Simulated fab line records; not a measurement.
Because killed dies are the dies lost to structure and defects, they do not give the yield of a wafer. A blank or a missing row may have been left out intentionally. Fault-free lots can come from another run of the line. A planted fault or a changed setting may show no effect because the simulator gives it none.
Matching of chambers + flow sky130 + hdpcvd-01 running SKY_VIA4_HDPCVD_00: 3 sister chambers
The step deposits SiO2, target thk 1750 nm, time 291.7 s. 3 wafers are shown with their chamber, then 8 later ones without.

== WAFERS, EACH WITH ITS CHAMBER ==
| wafer  | chamber | susceptorTempC (C) |
|--------|---------|--------------------|
| L624.1 | 0       | 399.83             |
| L624.6 | 2       | 400.11             |
| L625.2 | 1       | 399.82             |

== WAFERS WITHOUT THEIR CHAMBER ==
| wafer  | susceptorTempC (C) |
|--------|--------------------|
| L625.5 | 400.19             |
| L625.6 | 400.06             |
| L627.2 | 400.14             |
| L627.4 | 400.11             |
| L627.5 | 399.69             |
| L629.4 | 400.12             |
| L629.5 | 399.99             |
| L629.6 | 399.83             |

== EACH ONE'S CHAMBER ==
| wafer  | from the rows above          | in truth                   |
|--------|------------------------------|----------------------------|
| L625.5 | 2                            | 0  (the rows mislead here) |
| L625.6 | 2                            | 2                          |
| L627.2 | 2                            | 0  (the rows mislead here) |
| L627.4 | 2                            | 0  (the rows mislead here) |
| L627.5 | can't be placed: 1 or 0      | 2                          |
| L629.4 | 2                            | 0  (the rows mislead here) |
| L629.5 | can't be placed: 2 or 0 or 1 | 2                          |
| L629.6 | can't be placed: 0 or 1      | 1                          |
Correct placement for 1 of the 8. From these rows, 3 cannot be placed; in 2 the true chamber is one of the candidates. Placed wrongly: 4.
How it was worked out, from the rows above alone: a wafer's distance from a chamber is the root of the sum, over the readings, of the square of ((its reading less the chamber's mean) divided by the reading's scatter). If the next closest chamber is less than 2 further off than the closest, the wafer can't be placed; otherwise it belongs to the closest. A chamber's mean is the mean of its shown wafers. The scatter: root of mean squared gap, hidden wafer to nearest shown wafer, with one shown wafer a chamber.
